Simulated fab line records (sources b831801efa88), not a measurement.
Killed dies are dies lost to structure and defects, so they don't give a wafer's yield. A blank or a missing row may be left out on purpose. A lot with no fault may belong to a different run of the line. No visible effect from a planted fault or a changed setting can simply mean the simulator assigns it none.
Struck lot and sound lot, side by side || flow sky130 || 30 steps out of a route of 708
Sound: wafers L561.3, L561.4, L561.6. The struck wafers were L568.1, L568.2, L568.3. The cause is given at the end.
Each step with rows lists, per side, the tool, then ch with its chambers, then its first start. Under that, the readings that differ: sound wafers || struck wafers || difference of the means || sigmas: that difference in standard deviations of wafers without a fault.
alike: readings with means less than 2 such deviations apart, plus words and numbers identical on both sides. not compared: withheld readings, readings lacking a value on some wafer, bounds such as >300 that could conceal the same value, and numbers that have no deviation in the record and whose values overlap.
Wherever a step has rows on one side only, a row that says differs or no value, or a row with sigmas, the two part there. Numbers that have no deviation but don't overlap get no sigmas and don't part them. A reading that every wafer of one side lacks parts them only if that side has two wafers or more.

first, 5 steps without rows for these wafers: SKY_SONOS_ONO_COAT_08 (resist thk 1140 nm); SKY_SONOS_ONO_SOFTBAKE_09 (time 60 s); SKY_SONOS_ONO_EXPOSE_10 (exposes mask ONOM, target cd 410 nm); SKY_SONOS_ONO_PEB_11; SKY_SONOS_ONO_DEVELOP_12 (develop time 60 s).
SKY_SONOS_ONO_CD_MEAS_13 targets a cd of 410 nm.
  sound on cdSem-02 at day 15 18:22; struck on cdSem-01 at day 18 10:52
  alike: cdNm
SKY_SONOS_ONO_OVL_MEAS_14:
  sound on overlay-02 at day 15 18:27; struck on overlay-02 at day 18 10:59
  alike: SONOS_ONO_OVL
SKY_SONOS_ONO_ETCH_15: etches the open film in CHF3/O2, target depth 19.52 nm, time 7.8 s.
  sound on rieDiel-02 ch 1,2, day 15 18:28; struck on rieDiel-04 ch 0,2,3, day 18 11:01
  alike: biasW, drypumpMotorCurrentA, oesProductAu, throttleValvePct
  not compared: rfHoursCounterH
then, 1 step without rows for these wafers: SKY_SONOS_ONO_WET_ETCH_16 (etches SiO2 in dHF, target depth 14 nm, time 280 s).
SKY_SONOS_ONO_STRIP_17: strips in O2/N2.
  sound on plasmaAsher-04 ch 0,1, day 15 18:37; struck on plasmaAsher-01 ch 0,1, day 18 11:08
  alike: drypumpMotorCurrentA, oesProductAu, stripTimeToEndpointS
  not compared: rfHoursCounterH
then, 2 steps without rows for these wafers: SKY_SONOS_ONO_WET_ETCH_18 (etches Si3N4 in H3PO4, target depth 15 nm, time 172 s); SKY_GATE_OXIDE_CLEAN_00 (cleans in SC1/SC2, time 150 s).
SKY_GATE_OXIDE_OXIDATION_01: stabilise 600 s, purge 300 s, target thk 10.268 nm.
  sound on furnace-01 ch 0, day 16 00:59; struck on furnace-01 ch 0, day 18 12:05
{"reading": "spikeTcBottomC (C)", "sound": "914.0 915.2 915.0", "struck": "908.5 909.2 910.4", "difference": -5.4, "sigmas": -2}
{"reading": "spikeTcCentreC (C)", "sound": "900.0 901.8 901.0", "struck": "897.2 897.7 897.0", "difference": -3.6, "sigmas": -3}
{"reading": "spikeTcLowerC (C)", "sound": "898.3 900.4 899.6", "struck": "895.6 894.6 895.2", "difference": -4.3, "sigmas": -4}
{"reading": "spikeTcUpperC (C)", "sound": "896.9 899.1 898.6", "struck": "894.6 894.3 894.2", "difference": -3.8, "sigmas": -4}
{"reading": "tubeCenterTempC (C)", "sound": "900.14 900.1 900", "struck": "895.13 894.92 895.08", "difference": -5.04, "sigmas": -65}
{"reading": "tube_center_temp_C_max", "sound": "902.5 902.5 901.6", "struck": "897.3 897.6 897.6", "difference": -4.7, "sigmas": -12}
{"reading": "model.SiO2_of_GATE_OXIDE_OXIDATION_01.thkNm (nm)", "sound": "10.21 10.26 10.25", "struck": "9.947 9.92 9.871", "difference": -0.327, "sigmas": ""}
  alike: zonePowerTopPct
SKY_GATE_OXIDE_THK_MEAS_02:
  sound on filmMetro-01 at day 16 02:25; struck on filmMetro-01 at day 18 13:29
  alike: GATE_OXIDE_OXIDATION_00_THK
then, 7 steps without rows for these wafers: SKY_GATE_OXIDE_DEHYDRATE_03 (time 60 s); SKY_GATE_OXIDE_HMDS_04 (prime time 60 s); SKY_GATE_OXIDE_COAT_05 (resist thk 1140 nm); SKY_GATE_OXIDE_SOFTBAKE_06 (time 60 s); SKY_GATE_OXIDE_EXPOSE_07 (exposes mask LVOM, target cd 600 nm); SKY_GATE_OXIDE_PEB_08; SKY_GATE_OXIDE_DEVELOP_09 (develop time 60 s).
SKY_GATE_OXIDE_OVL_MEAS_10:
  sound on overlay-01 at day 17 05:12; struck on overlay-01 at day 19 19:34
  alike: GATE_OXIDE_OVL
then, 2 steps without rows for these wafers: SKY_GATE_OXIDE_IMPLANT_11; SKY_GATE_OXIDE_WET_ETCH_12 (etches SiO2 in dHF, target depth 16.8 nm, time 336 s).
SKY_GATE_OXIDE_STRIP_13: strips in O2/N2.
  sound on plasmaAsher-04 ch 0,1, day 17 05:37; struck on plasmaAsher-03 ch 0,1, day 19 19:58
  alike: drypumpMotorCurrentA, oesProductAu, stripTimeToEndpointS
  not compared: rfHoursCounterH
SKY_GATE_OXIDE_TW_MEAS_14:
  sound on filmMetro-04 at day 17 05:42; struck on filmMetro-01 at day 19 20:04
  alike: GATE_OXIDE_TW
then, 1 step without rows for these wafers: SKY_GATE_OXIDE_CLEAN_15 (cleans in SC1/SC2, time 150 s).
SKY_GATE_OXIDE_OXIDATION_16: stabilise 600 s, purge 300 s, target thk 3.57 nm.
  sound on furnace-02 ch 0, day 17 12:40; struck on furnace-01 ch 0, day 19 20:45
{"reading": "spikeTcBottomC (C)", "sound": "820.7 820.8 820.3", "struck": "815.4 814.9 812.8", "difference": -6.2, "sigmas": -2}
{"reading": "zonePowerTopPct (%)", "sound": "32 31 32", "struck": "24 24 24", "difference": -8, "sigmas": -2}
{"reading": "model.SiO2_of_GATE_OXIDE_OXIDATION_01.thkNm (nm)", "sound": "11.57 11.59 11.62", "struck": "11.29 11.26 11.21", "difference": -0.34, "sigmas": ""}
  alike: rampUpCPerMin, spikeTcCentreC, spikeTcLowerC, spikeTcUpperC, tubeCenterTempC, tube_center_temp_C_max
then, 1 step without rows for these wafers: SKY_POLY_GATE_CVD_00 (deposits poly-Si, target thk 180 nm, time 720 s).
-- here the record skips 30 days between the struck wafers' starts before and after, leaving off in module POLY_GATE and picking up in module PAD_OPEN (first step shown: number 708 of the route) --
SKY_PAD_OPEN_PROBE_99:
  sound on prober-02 at day 48 15:23; struck on prober-02 at day 49 23:08
{"reading": "model.etest.nfet_16v.rOnOhmUm", "sound": "1.431e+04 1.441e+04 1.445e+04", "struck": "1.381e+04 1.382e+04 1.379e+04", "difference": -5.833e+02, "sigmas": ""}
{"reading": "model.etest.tipSonos.rsOhmSq", "sound": "2716 2711 2732", "struck": "2582 2618 2590", "difference": -123, "sigmas": ""}
{"reading": "model.etest.nfetG5v0d10v5.driveUaUm", "sound": "602.3 606.7 603.5", "struck": "617.7 616 622.8", "difference": "+14.7", "sigmas": ""}
{"reading": "model.etest.nfet_05v0_nvt.driveUaUm", "sound": "573 573.9 573.4", "struck": "591.3 587.4 598.4", "difference": "+18.9", "sigmas": ""}
{"reading": "model.etest.nfet_16v.driveUaUm", "sound": "217.8 217.2 217.8", "struck": "231 229.6 231", "difference": "+13", "sigmas": ""}
  alike: killed_at_M0_to_M3, killed_at_M4_up, killedAtContacts, killedAtFrontEnd, killedAtOther, killedDies, killedOpen, killedShort
  not compared: model.etest.pfetG5v0d10v5.rOnOhmUm, model.etest.nfetG5v0d10v5.rOnOhmUm, model.etest.pfetG5v0d10v5.driveUaUm

WHERE THEY PART
Last at SKY_GATE_OXIDE_OXIDATION_16 as far as this record goes, first at SKY_GATE_OXIDE_OXIDATION_01. Later steps at which nothing parts them and some readings are alike: SKY_PAD_OPEN_PROBE_99.

WHY: what had been put in by the simulator
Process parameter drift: furnace-01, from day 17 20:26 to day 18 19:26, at SKY_GATE_OXIDE_OXIDATION_01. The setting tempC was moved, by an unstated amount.
